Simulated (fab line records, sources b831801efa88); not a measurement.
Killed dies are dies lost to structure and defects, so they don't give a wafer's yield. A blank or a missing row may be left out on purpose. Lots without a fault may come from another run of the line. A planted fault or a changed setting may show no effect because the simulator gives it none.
fab line records | flow sky130
record lots=6 wafers=18 last_day=50
route steps=708 shown POLY_CUT@317 SD_P@320 RES_XHIGH@332 SD_N@342 PAD_OPEN@708
lots that met no fault: from a run of the same line without faults
start_h: hours from the record's first day to the start of the lot's first wafer shown | wait_h: hours since the lot's step before | " the same as in the row above | L1.1+2: a row that stands for several wafers | - no value, or no start given | * or withheld: withheld | < > ~ a bound
route shown NAME@n: a module of which the file shows steps, and the number in the route of the first | usual: mean/standard deviation of fault-free wafers | same: alike in all rows | chamber/n: place in a boat | sites: the reading at each site | _std_site: their standard deviation | _edge_site: outer sites' mean less inner sites' | radius_mm: how far each site lies from the wafer's centre | mask NAME#n: copy n | behind: the tool/chamber that last shaped the wafer | hold: why the lot was held/for how many hours/how that ended | device: the transistor (n, p or np) that didn't switch | end of line: the same wafers' tests at the end of the route | a step without rows: its recipe alone | killed: dies lost to structure and defects at the first sort, not the wafer's yield | map: a wafer's dies, x killed, . not, _ none there
set.NAME: the setting as run; set.NAME@STEP: as run at that earlier step | model.NAME: the simulator's own value behind a step, which no gauge read
lots at some steps of the route; a table a step, a row a wafer
services: from which hour (start_h, from the record's first day; less than 0 if before it) a tool's chamber was out of use, for how many hours, and why
## steps
# step SKY_POLY_CUT_ETCH_10
# recipe chemistry=N2/H2 target=BARC ion_energy_ev=200 source_w=500 bias_w=100 pressure_mtorr=30 n2_flow_sccm=100 h2_flow_sccm=200 stop_on=SiO2 time_s=45.9 target_depth_a=600
# step SKY_POLY_CUT_ETCH_11
# recipe target=Si3N4 chemistry=CF4/CH2F2/Ar stop_on=poly-Si source_w=612.8 bias_w=150 pressure_mtorr=40 cf4_flow_sccm=40 ch2f2_flow_sccm=20 Ar_flow_sccm=150 time_s=42.5 target_depth_a=600
# usual ch2f2_flow_sccm=20.00/0.059 drypump_motor_current_A=5.70/0.3 oes_product_au=0.829/0.0069 throttle_valve_pct=14.995/0.009
# same time_s=42.5
# columns lot.wafer tool chamber start_h wait_h ch2f2_flow_sccm drypump_motor_current_A oes_product_au rf_hours_counter_h throttle_valve_pct
L499.1 rie_diel-04 1 584.54 0.0 19.96 5.42 0.827 4 15.000
L499.5 " 1 " " 19.97 5.40 0.835 - 15.005
L499.6 " 3 " " 20.05 5.63 0.835 - 14.994
L502.2 rie_diel-01 2 621.55 0.0 20.00 5.89 0.849 3 14.985
L502.4 " 3 " " 19.89 5.39 0.834 3 14.990
L502.5 " 2 " " 20.04 5.90 0.827 - 14.989
L507.2 rie_diel-04 1 660.61 0.0 20.03 5.39 0.833 6 14.985
L507.3 " 0 " " 20.04 6.29 0.838 1 14.994
L507.6 " 3 " " 20.14 5.65 0.834 - 14.995
L508.1 rie_diel-02 0 675.04 0.0 19.93 5.98 0.826 47 14.987
L508.3 " 3 " " 20.01 5.66 0.825 7 14.992
L508.5 " 1 " " 19.97 5.38 0.827 - 14.998
L512.1 rie_diel-01 0 704.25 0.0 20.01 5.44 0.839 2 15.005
L512.2 " 1 " " 20.04 5.76 0.825 11 14.995
L512.4 " 2 " " 19.96 5.95 0.827 4 15.000
L515.2 rie_diel-01 0 730.34 0.0 19.98 5.48 0.837 2 15.008
L515.5 " 1 " " 20.00 5.74 0.832 - 15.006
L515.6 " 2 " " 20.08 5.94 0.839 - 14.991
# step SKY_POLY_CUT_STRIP_12
# recipe chemistry=O2/N2 power_w=1400 pressure_mtorr=1500 platen_temp_c=withheld o2_flow_sccm=3000 n2_flow_sccm=300 overash_fraction=0.5
# usual drypump_motor_current_A=5.9/0.34 oes_product_au=0.452/0.0046 strip_time_to_endpoint_s=5.356/0.017
# columns lot.wafer tool chamber start_h wait_h drypump_motor_current_A oes_product_au rf_hours_counter_h strip_time_to_endpoint_s
L499.1 plasma_asher-04 1 584.58 0.0 6.3 0.449 74 5.343
L499.5 " 0 " " 5.4 0.452 - 5.351
L499.6 " 1 " " 6.4 0.443 - 5.350
L502.2 plasma_asher-03 0 621.59 0.0 5.5 0.455 86 5.358
L502.4 " 1 " " 6.1 0.451 - 5.371
L502.5 " 0 " " 5.6 0.447 - 5.394
L507.2 plasma_asher-04 1 660.65 0.0 6.3 0.448 82 5.340
L507.3 " 1 " " 6.3 0.451 - 5.341
L507.6 " 1 " " 6.3 0.445 - 5.309
L508.1 plasma_asher-04 1 675.08 0.0 6.4 0.452 83 5.346
L508.3 " 0 " " 5.4 0.452 - 5.347
L508.5 " 1 " " 6.4 0.447 - 5.371
L512.1 plasma_asher-04 1 704.29 0.0 6.4 0.451 86 5.366
L512.2 " 0 " " 5.4 0.452 86 5.370
L512.4 " 0 " " 5.4 0.455 - 5.363
L515.2 plasma_asher-02 0 730.38 0.0 6.0 0.451 30 5.347
L515.5 " 1 " " 5.6 0.458 - 5.321
L515.6 " 0 " " 6.0 0.452 - 5.348
# step SKY_SD_P_DEHYDRATE_00
# recipe temp_c=200 time_s=60
# step SKY_SD_P_HMDS_01
# recipe prime_time_s=60 prime_temp_c=120
# step SKY_SD_P_COAT_02
# recipe resist=NOVOLAK spin_rpm=3000 resist_thk_nm=1140
# step SKY_SD_P_SOFTBAKE_03
# recipe temp_c=90 time_s=60 resist=NOVOLAK
# step SKY_SD_P_EXPOSE_04
# recipe mask_id=PSDM na=0.6 source_shape=conventional sigma_outer=0.6 polarization=unpolarized target_cd_nm=380 dose_mj=138
# step SKY_SD_P_PEB_05
# recipe temp_c=withheld time_s=* resist=NOVOLAK
# step SKY_SD_P_DEVELOP_06
# recipe resist=NOVOLAK developer=TMAH develop_time_s=60 dev_temp_c=23
# step SKY_SD_P_CD_MEAS_07
# recipe target_cd_nm=380
# usual cd_nm=380.0/2.6
# columns lot.wafer tool chamber start_h wait_h cd_nm
L499.1 cd_sem-01 - 613.98 0.2 382.1
L499.5 " - " " 379.5
L499.6 " - " " 381.7
L502.2 cd_sem-02 - 650.41 0.1 384.4
L502.4 " - " " 383.4
L502.5 " - " " 384.6
L507.2 cd_sem-01 - 687.86 0.1 378.3
L507.3 " - " " 381.2
L507.6 " - " " 379.6
L508.1 cd_sem-02 - 702.86 0.1 376.1
L508.3 " - " " 378.5
L508.5 " - " " 377.1
L512.1 cd_sem-01 - 731.60 0.1 378.5
L512.2 " - " " 377.5
L512.4 " - " " 376.6
L515.2 cd_sem-01 - 757.57 0.1 379.3
L515.5 " - " " 376.7
L515.6 " - " " 380.7
# step SKY_SD_P_OVL_MEAS_08
# usual SD_P_OVL=0.6/1.4
# columns lot.wafer tool chamber start_h wait_h SD_P_OVL[nm]
L499.1 overlay-01 - 614.10 0.1 0.8
L499.5 " - " " 0.4
L499.6 " - " " -0.7
L502.2 overlay-01 - 650.52 0.1 0.9
L502.4 " - " " 1.4
L502.5 " - " " -0.7
L507.2 overlay-02 - 687.97 0.1 -0.8
L507.3 " - " " -0.6
L507.6 " - " " 0.7
L508.1 overlay-02 - 702.98 0.1 2.1
L508.3 " - " " 0.3
L508.5 " - " " 1.8
L512.1 overlay-01 - 731.72 0.1 -0.2
L512.2 " - " " 0.8
L512.4 " - " " 1.6
L515.2 overlay-02 - 757.67 0.1 2.6
L515.5 " - " " 3.5
L515.6 " - " " 1.9
# step SKY_SD_P_IMPLANT_09
# recipe species=BF2 energy_kev=20 dose_cm2=3e+15 tilt_deg=0
# usual faraday_current_uA=11810/870 tilt_deg=0.001/0.019
# columns lot.wafer tool chamber start_h wait_h faraday_current_uA tilt_deg
L499.1 implanter-03 0 614.14 0.0 10972 -0.012
L499.5 " 0 " " 11238 -0.012
L499.6 " 0 " " 11119 -0.022
L502.2 implanter-04 0 650.58 0.0 13339 0.001
L502.4 " 0 " " 13259 -0.021
L502.5 " 0 " " 13259 -0.018
L507.2 implanter-01 0 688.03 0.0 11465 -0.003
L507.3 " 0 " " 11534 -0.012
L507.6 " 0 " " 11476 -0.050
L508.1 implanter-03 0 703.02 0.0 11316 8.580
L508.3 " 0 " " 10711 8.596
L508.5 " 0 " " 11077 8.591
L512.1 implanter-03 0 731.75 0.0 10999 8.577
L512.2 " 0 " " 10705 8.588
L512.4 " 0 " " 10980 8.577
L515.2 implanter-04 0 757.73 0.0 12552 -0.013
L515.5 " 0 " " 13284 -0.012
L515.6 " 0 " " 12837 -0.013
# step SKY_SD_P_STRIP_10
# recipe chemistry=O2/N2 power_w=1400 pressure_mtorr=1500 platen_temp_c=withheld o2_flow_sccm=3000 n2_flow_sccm=300 overash_fraction=0.5
# usual drypump_motor_current_A=6.0/0.44 oes_product_au=0.617/0.0045 strip_time_to_endpoint_s=17.47/0.035
# columns lot.wafer tool chamber start_h wait_h drypump_motor_current_A oes_product_au rf_hours_counter_h strip_time_to_endpoint_s
L499.1 plasma_asher-04 1 614.29 0.1 6.3 0.619 77 17.47
L499.5 " 0 " " 5.4 0.624 - 17.49
L499.6 " 1 " " 6.3 0.627 - 17.47
L502.2 plasma_asher-01 0 650.70 0.1 6.7 0.618 56 17.49
L502.4 " 0 " " 6.7 0.620 - 17.46
L502.5 " 1 " " 5.9 0.622 - 17.46
L507.2 plasma_asher-01 0 688.15 0.1 6.7 0.611 59 17.45
L507.3 " 1 " " 5.9 0.611 - 17.46
L507.6 " 0 " " 6.7 0.619 - 17.46
L508.1 plasma_asher-03 0 703.17 0.1 5.6 0.615 94 17.47
L508.3 " 0 " " 5.5 0.608 - 17.49
L508.5 " 1 " " 6.1 0.626 - 17.47
L512.1 plasma_asher-01 0 731.90 0.1 6.7 0.614 63 17.43
L512.2 " 1 " " 5.9 0.611 63 17.46
L512.4 " 0 " " 6.7 0.611 - 17.45
L515.2 plasma_asher-04 0 757.85 0.1 5.5 0.620 92 17.46
L515.5 " 1 " " 6.3 0.613 - 17.47
L515.6 " 0 " " 5.4 0.610 - 17.45
# step SKY_SD_P_TW_MEAS_11
# usual SD_P_TW=2839/19
# columns lot.wafer tool chamber start_h wait_h SD_P_TW
L499.1 film_metro-04 - 614.39 0.1 2802
L499.5 " - " " 2816
L499.6 " - " " 2813
L502.2 film_metro-04 - 650.81 0.1 2836
L502.4 " - " " 2825
L502.5 " - " " 2831
L507.2 film_metro-01 - 688.26 0.1 2824
L507.3 " - " " 2841
L507.6 " - " " 2833
L508.1 film_metro-04 - 703.27 0.1 2992
L508.3 " - " " 3008
L508.5 " - " " 3016
L512.1 film_metro-04 - 732.00 0.1 2987
L512.2 " - " " 2976
L512.4 " - " " 2991
L515.2 film_metro-02 - 757.96 0.1 2830
L515.5 " - " " 2828
L515.6 " - " " 2832
# step SKY_RES_XHIGH_DEHYDRATE_00
# recipe temp_c=200 time_s=60
# step SKY_RES_XHIGH_HMDS_01
# recipe prime_time_s=60 prime_temp_c=120
# step SKY_RES_XHIGH_COAT_02
# recipe resist=NOVOLAK spin_rpm=3000 resist_thk_nm=1140
# step SKY_RES_XHIGH_SOFTBAKE_03
# recipe temp_c=90 time_s=60 resist=NOVOLAK
# step SKY_RES_XHIGH_EXPOSE_04
# recipe mask_id=URPM na=0.6 source_shape=conventional sigma_outer=0.6 polarization=unpolarized target_cd_nm=1270 dose_mj=140
# step SKY_RES_XHIGH_PEB_05
# recipe temp_c=withheld time_s=* resist=NOVOLAK
# step SKY_RES_XHIGH_DEVELOP_06
# recipe resist=NOVOLAK developer=TMAH develop_time_s=60 dev_temp_c=23
# step SKY_RES_XHIGH_IMPLANT_07
# recipe species=BF2 energy_kev=20 dose_cm2=3.6e+14 tilt_deg=0
# step SKY_RES_XHIGH_STRIP_08
# recipe chemistry=O2/N2 power_w=1400 pressure_mtorr=1500 platen_temp_c=withheld o2_flow_sccm=3000 n2_flow_sccm=300 overash_fraction=0.5
# step SKY_RES_XHIGH_TW_MEAS_09
# usual RES_XHIGH_TW=1646/11
# columns lot.wafer tool chamber start_h wait_h RES_XHIGH_TW
L499.1 film_metro-02 - 643.55 0.1 1656
L499.5 " - " " 1657
L499.6 " - " " 1667
L502.2 film_metro-04 - 678.81 0.1 1642
L502.4 " - " " 1642
L502.5 " - " " 1647
L507.2 film_metro-01 - 715.76 0.1 1653
L507.3 " - " " 1650
L507.6 " - " " 1648
L508.1 film_metro-04 - 730.95 0.1 1631
L508.3 " - " " 1631
L508.5 " - " " 1640
L512.1 film_metro-01 - 759.15 0.1 1653
L512.2 " - " " 1654
L512.4 " - " " 1650
L515.2 film_metro-02 - 785.31 0.1 1651
L515.5 " - " " 1656
L515.6 " - " " 1645
# step SKY_SD_N_DEHYDRATE_00
# recipe temp_c=200 time_s=60
# step SKY_SD_N_HMDS_01
# recipe prime_time_s=60 prime_temp_c=120
# step SKY_SD_N_COAT_02
# recipe resist=NOVOLAK spin_rpm=3000 resist_thk_nm=1140
# step SKY_SD_N_SOFTBAKE_03
# recipe temp_c=90 time_s=60 resist=NOVOLAK
# step SKY_SD_N_EXPOSE_04
# recipe mask_id=NSDM na=0.6 source_shape=conventional sigma_outer=0.6 polarization=unpolarized target_cd_nm=380 dose_mj=141
# step SKY_SD_N_PEB_05
# recipe temp_c=withheld time_s=* resist=NOVOLAK
# step SKY_SD_N_DEVELOP_06
# recipe resist=NOVOLAK developer=TMAH develop_time_s=60 dev_temp_c=23
# step SKY_SD_N_CD_MEAS_07
# recipe target_cd_nm=380
# usual cd_nm=380.2/2.8
# columns lot.wafer tool chamber start_h wait_h cd_nm
L499.1 cd_sem-01 - 671.60 0.1 377.9
L499.5 " - " " 380.2
L499.6 " - " " 379.0
L502.2 cd_sem-02 - 706.97 0.1 380.4
L502.4 " - " " 379.5
L502.5 " - " " 380.3
L507.2 cd_sem-01 - 742.92 0.1 378.6
L507.3 " - " " 378.1
L507.6 " - " " 378.4
L508.1 cd_sem-02 - 757.60 0.1 378.8
L508.3 " - " " 379.2
L508.5 " - " " 380.2
L512.1 cd_sem-02 - 786.01 0.1 375.8
L512.2 " - " " 379.0
L512.4 " - " " 378.2
L515.2 cd_sem-01 - 813.17 0.1 378.2
L515.5 " - " " 381.7
L515.6 " - " " 380.0
# step SKY_SD_N_OVL_MEAS_08
# usual SD_N_OVL=0.7/1.4
# columns lot.wafer tool chamber start_h wait_h SD_N_OVL[nm]
L499.1 overlay-02 - 671.72 0.1 0.8
L499.5 " - " " 0.2
L499.6 " - " " 1.2
L502.2 overlay-02 - 707.07 0.1 1.5
L502.4 " - " " 1.9
L502.5 " - " " 0.6
L507.2 overlay-02 - 743.02 0.1 0.3
L507.3 " - " " -0.4
L507.6 " - " " 1.0
L508.1 overlay-01 - 757.72 0.1 2.1
L508.3 " - " " 1.5
L508.5 " - " " 3.9
L512.1 overlay-01 - 786.13 0.1 -1.6
L512.2 " - " " 0.5
L512.4 " - " " -0.6
L515.2 overlay-01 - 813.27 0.1 -0.8
L515.5 " - " " 0.9
L515.6 " - " " -2.1
# step SKY_SD_N_IMPLANT_09
# recipe species=As energy_kev=50 dose_cm2=4e+15 tilt_deg=0
# step SKY_SD_N_IMPLANT_10
# recipe species=P energy_kev=20 dose_cm2=1e+14 tilt_deg=0
# step SKY_SD_N_STRIP_11
# recipe chemistry=O2/N2 power_w=1400 pressure_mtorr=1500 platen_temp_c=withheld o2_flow_sccm=3000 n2_flow_sccm=300 overash_fraction=0.5
# usual drypump_motor_current_A=5.9/0.37 oes_product_au=0.528/0.0043 strip_time_to_endpoint_s=22.55/0.042
# columns lot.wafer tool chamber start_h wait_h drypump_motor_current_A oes_product_au rf_hours_counter_h strip_time_to_endpoint_s
L499.1 plasma_asher-02 1 672.05 0.1 5.6 0.524 24 22.54
L499.5 " 1 " " 5.6 0.529 - 22.56
L499.6 " 0 " " 6.1 0.520 - 22.54
L502.2 plasma_asher-02 1 707.40 0.1 5.7 0.532 28 22.57
L502.4 " 0 " " 6.1 0.532 - 22.54
L502.5 " 0 " " 6.1 0.530 - 22.51
L507.2 plasma_asher-01 0 743.35 0.1 6.7 0.530 65 22.56
L507.3 " 1 " " 5.9 0.525 - 22.58
L507.6 " 1 " " 5.9 0.527 - 22.55
L508.1 plasma_asher-02 1 758.05 0.1 5.7 0.529 33 22.54
L508.3 " 1 " " 5.6 0.534 - 22.50
L508.5 " 0 " " 6.0 0.527 - 22.52
L512.1 plasma_asher-02 1 786.47 0.1 5.6 0.523 36 22.55
L512.2 " 0 " " 6.0 0.530 36 22.59
L512.4 " 0 " " 6.0 0.530 - 22.53
L515.2 plasma_asher-01 0 813.60 0.1 6.7 0.528 71 22.57
L515.5 " 0 " " 6.7 0.524 - 22.62
L515.6 " 1 " " 5.9 0.529 - 22.61
# step SKY_SD_N_TW_MEAS_12
# usual SD_N_TW=4006/32
# columns lot.wafer tool chamber start_h wait_h SD_N_TW
L499.1 film_metro-02 - 672.15 0.1 4060
L499.5 " - " " 4062
L499.6 " - " " 4033
L502.2 film_metro-02 - 707.51 0.1 4018
L502.4 " - " " 4007
L502.5 " - " " 4022
L507.2 film_metro-01 - 743.46 0.1 3982
L507.3 " - " " 3983
L507.6 " - " " 3977
L508.1 film_metro-04 - 758.15 0.1 3955
L508.3 " - " " 3965
L508.5 " - " " 3943
L512.1 film_metro-04 - 786.57 0.1 3984
L512.2 " - " " 4023
L512.4 " - " " 4018
L515.2 film_metro-02 - 813.71 0.1 4050
L515.5 " - " " 4028
L515.6 " - " " 4047
# step SKY_SD_N_CLEAN_13
# recipe chemistry=SC1/SC2 mix=1:4:20 temp_c=70 time_s=150 dry=n2_spin
# step SKY_SD_N_RTA_14
# recipe temp_c=1075 time_s=2 idle_temp_c=650 ramp_up_c_per_s=150 ramp_down_c_per_s=90 ambient=N2
# usual lamp_power_pct=15.74/0.056 wafer_temp_C_max=1078.0/1.4
# same time_s=2
# columns lot.wafer tool chamber start_h wait_h lamp_power_pct wafer_temp_C_max
L499.1 rtp_anneal-01 0 672.27 0.0 15.71 1077.4
L499.5 " 0 " " 15.76 1077.8
L499.6 " 0 " " 15.66 1080.1
L502.2 rtp_anneal-02 0 707.62 0.0 15.72 1079.0
L502.4 " 0 " " 15.81 1078.5
L502.5 " 0 " " 15.73 1076.6
L507.2 rtp_anneal-01 0 743.57 0.0 15.68 1078.0
L507.3 " 0 " " 15.77 1077.9
L507.6 " 0 " " 15.78 1077.6
L508.1 rtp_anneal-02 0 758.27 0.0 15.66 1076.7
L508.3 " 0 " " 15.77 1077.9
L508.5 " 0 " " 15.74 1076.4
L512.1 rtp_anneal-02 0 786.68 0.0 15.73 1076.8
L512.2 " 0 " " 15.78 1077.8
L512.4 " 0 " " 15.75 1078.2
L515.2 rtp_anneal-02 0 813.82 0.0 15.72 1080.3
L515.5 " 0 " " 15.74 1078.8
L515.6 " 0 " " 15.74 1076.0
# step SKY_SD_N_RS_MEAS_16
# recipe thk_meas_gauge=four-point-probe
# usual SD_N_RS=68.48/0.13
# columns lot.wafer tool chamber start_h wait_h SD_N_RS[ohm/sq]
L499.1 film_metro-04 - 672.44 0.1 68.35
L499.5 " - " " 68.29
L499.6 " - " " 68.37
L502.2 film_metro-01 - 707.80 0.1 68.41
L502.4 " - " " 68.31
L502.5 " - " " 68.37
L507.2 film_metro-02 - 743.75 0.1 68.67
L507.3 " - " " 68.66
L507.6 " - " " 68.51
L508.1 film_metro-02 - 758.44 0.1 68.53
L508.3 " - " " 68.51
L508.5 " - " " 68.56
L512.1 film_metro-01 - 786.85 0.1 68.46
L512.2 " - " " 68.38
L512.4 " - " " 68.46
L515.2 film_metro-01 - 814.01 0.1 68.47
L515.5 " - " " 68.39
L515.6 " - " " 68.24
# step SKY_SD_N_RS_MEAS_17
# recipe thk_meas_gauge=four-point-probe
# usual SD_P_RS=146.9/0.33
# columns lot.wafer tool chamber start_h wait_h SD_P_RS[ohm/sq]
L499.1 film_metro-04 - 672.56 0.1 147.0
L499.5 " - " " 146.8
L499.6 " - " " 146.9
L502.2 film_metro-01 - 707.92 0.1 146.7
L502.4 " - " " 146.9
L502.5 " - " " 146.8
L507.2 film_metro-02 - 743.87 0.1 147.0
L507.3 " - " " 147.0
L507.6 " - " " 147.1
L508.1 film_metro-02 - 758.56 0.1 -
L508.3 " - " " -
L508.5 " - " " -
L512.1 film_metro-01 - 786.97 0.1 -
L512.2 " - " " -
L512.4 " - " " -
L515.2 film_metro-01 - 814.13 0.1 147.1
L515.5 " - " " 147.2
L515.6 " - " " 146.9
# step SKY_PAD_OPEN_PROBE_99
# usual killed_at_M0_to_M3=44/7.2 killed_at_M4_up=3.1/1.8 killed_at_contacts=25/5.2 killed_at_front_end=15/3.9 killed_at_other=0.2/0.5 killed_dies=86/9.5 killed_open=47/7.3 killed_short=40/6
# same gross_dies=492 killed_at_back_side=0
# columns lot.wafer tool chamber start_h wait_h killed_at_M0_to_M3 killed_at_M4_up killed_at_contacts killed_at_front_end killed_at_other killed_dies killed_open killed_short model.etest.res_pdiff.rs_ohm_sq
L499.1 prober-02 - 1095.58 0.1 38 5 18 20 0 81 35 46 203.1
L499.5 prober-02 - 1095.78 0.2 52 8 30 17 0 107 58 49 202.6
L499.6 prober-02 - 1095.83 0.2 46 1 19 17 0 83 41 42 200.5
L502.2 prober-02 - 1120.18 0.1 40 5 27 8 2 82 45 37 197.5
L502.4 prober-02 - 1120.28 0.2 41 5 34 8 3 91 52 39 197.2
L502.5 prober-02 - 1120.33 0.2 50 4 33 12 0 99 58 41 197.8
L507.2 prober-01 - 1143.52 0.1 41 1 31 20 1 94 59 35 195.9
L507.3 prober-01 - 1143.57 0.2 49 3 17 11 0 80 42 38 195.4
L507.6 prober-01 - 1143.72 0.2 48 3 13 9 0 73 34 39 195.8
L508.1 prober-02 - 1157.47 0.1 39 4 18 12 0 73 42 31 199.5
L508.3 prober-02 - 1157.57 0.2 51 5 30 16 0 102 64 38 199.8
L508.5 prober-02 - 1157.67 0.2 38 2 20 14 0 74 42 32 198.4
L512.1 prober-02 - 1175.72 0.1 48 6 23 19 0 96 59 35 203.8
L512.2 prober-02 - 1175.77 0.1 38 4 25 15 1 83 43 40 202.9
L512.4 prober-02 - 1175.87 0.2 35 2 38 24 0 99 51 46 203.7
L515.2 prober-02 - 1188.43 0.1 43 4 23 20 0 90 45 45 202.4
L515.5 prober-02 - 1188.58 0.2 30 2 22 19 0 73 34 39 201.2
L515.6 prober-02 - 1188.63 0.2 56 0 27 11 1 95 50 45 199.3
# killed by level:class
L499.1 FIELD_ISO:geometric_particle:short=6 VIA1:geometric_particle:open=6 VIA3:geometric_particle:open=6 METAL2:geometric_particle:short=6 VIA2:geometric_particle:open=5 POLY_GATE:geometric_particle:short=5 LI_CONTACT:geometric_particle:open=5 CONTACT:geometric_particle:open=4
L499.5 CONTACT:geometric_particle:open=13 VIA1:geometric_particle:open=13 METAL1:geometric_particle:short=8 VIA1:geometric_particle:short=7 LI_CONTACT:geometric_particle:open=6 METAL2:geometric_particle:short=5 VIA3:geometric_particle:open=5 LOCAL_INTERCONNECT:geometric_particle:short=4
L499.6 VIA1:geometric_particle:open=12 VIA3:geometric_particle:open=8 CONTACT:geometric_particle:open=7 METAL2:geometric_particle:short=7 METAL1:geometric_particle:short=5 METAL3:geometric_particle:short=5 POLY_GATE:geometric_particle:short=4 SPACER:geometric_particle:open=4
L502.2 VIA1:geometric_particle:open=12 CONTACT:geometric_particle:open=9 LI_CONTACT:geometric_particle:open=8 VIA3:geometric_particle:open=7 METAL2:geometric_particle:short=6 VIA3:geometric_particle:short=5 CONTACT:geometric_particle:short=4 LOCAL_INTERCONNECT:geometric_particle:short=4
L502.4 CONTACT:geometric_particle:open=12 VIA1:geometric_particle:open=10 LI_CONTACT:geometric_particle:open=8 VIA2:geometric_particle:open=7 CONTACT:geometric_particle:short=5 LI_CONTACT:geometric_particle:short=4 LOCAL_INTERCONNECT:geometric_particle:short=4 METAL1:geometric_particle:open=4
L502.5 VIA1:geometric_particle:open=14 CONTACT:geometric_particle:open=11 LI_CONTACT:geometric_particle:open=10 VIA1:geometric_particle:short=9 VIA2:geometric_particle:open=7 POLY_GATE:geometric_particle:open=5 VIA3:geometric_particle:open=5 VIA2:geometric_particle:short=4
L507.2 CONTACT:geometric_particle:open=14 VIA1:geometric_particle:open=13 LI_CONTACT:geometric_particle:open=8 FIELD_ISO:geometric_particle:short=7 VIA2:geometric_particle:open=7 POLY_GATE:geometric_particle:open=5 FIELD_ISO:geometric_particle:open=4 LOCAL_INTERCONNECT:geometric_particle:short=4
L507.3 VIA2:geometric_particle:open=12 METAL2:geometric_particle:short=9 LI_CONTACT:geometric_particle:open=8 VIA3:geometric_particle:open=6 VIA1:geometric_particle:short=5 VIA1:geometric_particle:open=5 FIELD_ISO:geometric_particle:short=4 METAL1:geometric_particle:short=4
L507.6 VIA1:geometric_particle:open=13 VIA1:geometric_particle:short=8 VIA3:geometric_particle:open=7 CONTACT:geometric_particle:open=5 METAL2:geometric_particle:short=5 VIA2:geometric_particle:short=5 CONTACT:geometric_particle:short=4 FIELD_ISO:geometric_particle:short=3
L508.1 VIA1:geometric_particle:open=11 CONTACT:geometric_particle:open=7 METAL2:geometric_particle:short=7 VIA3:geometric_particle:open=6 LI_CONTACT:geometric_particle:open=5 VIA1:geometric_particle:short=5 LOCAL_INTERCONNECT:geometric_particle:short=4 METAL4:geometric_particle:short=4
L508.3 VIA3:geometric_particle:open=12 CONTACT:geometric_particle:open=11 VIA1:geometric_particle:open=9 CONTACT:geometric_particle:short=7 VIA2:geometric_particle:open=7 LI_CONTACT:geometric_particle:open=6 METAL2:geometric_particle:short=6 POLY_GATE:geometric_particle:open=5
L508.5 LI_CONTACT:geometric_particle:open=8 VIA2:geometric_particle:open=8 VIA1:geometric_particle:open=7 VIA3:geometric_particle:open=7 METAL2:geometric_particle:short=5 LOCAL_INTERCONNECT:geometric_particle:short=4 CONTACT:geometric_particle:short=4 CONTACT:geometric_particle:open=4
L512.1 VIA1:geometric_particle:open=11 CONTACT:geometric_particle:open=10 VIA2:geometric_particle:open=8 METAL1:geometric_particle:short=7 FIELD_ISO:geometric_particle:open=6 LI_CONTACT:geometric_particle:open=6 VIA1:geometric_particle:short=5 VIA3:geometric_particle:open=5
L512.2 CONTACT:geometric_particle:open=12 VIA3:geometric_particle:open=7 VIA1:geometric_particle:open=7 CONTACT:geometric_particle:short=5 FIELD_ISO:geometric_particle:open=5 VIA3:geometric_particle:short=5 FIELD_ISO:geometric_particle:short=4 VIA1:geometric_particle:short=4
L512.4 VIA1:geometric_particle:open=10 CONTACT:geometric_particle:short=9 CONTACT:geometric_particle:open=8 LOCAL_INTERCONNECT:geometric_particle:short=7 POLY_GATE:geometric_particle:open=7 LI_CONTACT:geometric_particle:open=7 VIA3:geometric_particle:open=7 LI_CONTACT:geometric_particle:short=5
L515.2 VIA1:geometric_particle:open=12 LI_CONTACT:geometric_particle:open=7 CONTACT:geometric_particle:open=6 METAL1:geometric_particle:short=6 FIELD_ISO:geometric_particle:short=5 CONTACT:geometric_particle:short=5 VIA3:geometric_particle:open=5 POLY_GATE:geometric_particle:short=4
L515.5 CONTACT:geometric_particle:open=7 LI_CONTACT:geometric_particle:open=6 METAL1:geometric_particle:short=6 LOCAL_INTERCONNECT:geometric_particle:short=5 VIA2:geometric_particle:open=5 POLY_GATE:geometric_particle:open=4 POLY_GATE:geometric_particle:short=4 VIA2:geometric_particle:short=4
L515.6 VIA2:geometric_particle:open=11 CONTACT:geometric_particle:short=7 CONTACT:geometric_particle:open=7 VIA1:geometric_particle:open=7 VIA1:geometric_particle:short=7 VIA3:geometric_particle:open=7 METAL1:geometric_particle:short=5 VIA2:geometric_particle:short=5
## services
# columns tool chamber start_h hours kind
implanter-04 - 562.75 2.4 repair
rie_diel-04 0 578.15 - clean
implanter-01 - 584.58 4.0 pm
rie_diel-01 0 588.44 - clean
rie_diel-01 0 588.44 26.9 scheduled_down
rie_diel-01 0 588.44 26.9 vent_cycle
implanter-03 - 590.14 1.3 repair
implanter-03 - 590.36 3.9 repair
plasma_asher-02 - 597.75 2.9 repair
rie_diel-02 - 600.12 2.8 pm
rie_diel-02 0 635.52 4.0 repair
rie_diel-02 - 642.81 1.0 repair
rie_diel-01 2 664.67 3.1 repair
rie_diel-02 1 668.22 2.1 repair
rie_diel-01 2 670.30 10.7 repair
plasma_asher-03 - 686.90 0.9 repair
plasma_asher-02 - 691.95 2.8 pm
implanter-04 - 714.55 9.6 repair
plasma_asher-01 - 722.43 4.6 repair
plasma_asher-03 - 733.75 9.0 pm
rie_diel-01 3 745.44 3.8 repair
implanter-03 - 762.84 5.2 pm
rie_diel-01 1 781.26 4.7 repair
rie_diel-02 3 790.03 23.9 repair
## key
first_sign step=SKY_SD_P_IMPLANT_09 reading=tilt_deg direction=up sigmas=99+ usual=* struck=*
effect step=SKY_SD_P_TW_MEAS_11 reading=SD_P_TW direction=up sigmas=8.3 usual=2839 struck=2995
effect step=SKY_SD_N_RS_MEAS_17 reading=SD_P_RS direction=missing
model_effect step=SKY_PAD_OPEN_PROBE_99 value=etest.res_pdiff.rs_ohm_sq without=196.7 struck=201.3
met_at SKY_SD_P_IMPLANT_09
struck_wafers L508.1,L508.3,L508.5,L512.1,L512.2,L512.4
tester_left_out L508,L512
loop_trim step=SKY_POLY_GATE_EXPOSE_10 setting=dose lots=L508
onset_between 614.14 703.02
fault kind=process_parameter_drift tool=implanter-03 chamber=- onset_h=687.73 steps=SKY_SD_P_IMPLANT_09 channel=tilt_deg offset=* shape=step end_h=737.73 acts_in=* stated=*
# tester_left_out: of these lots the tester's yield and bins aren't shown, on N5 and GAA mostly nor the transistor test; their killed dies are dies lost to structure and defects alone, not to doping, threshold or leakage, so they don't give the yield
# loop_trim: a control loop set the setting to another value than it would have without faults
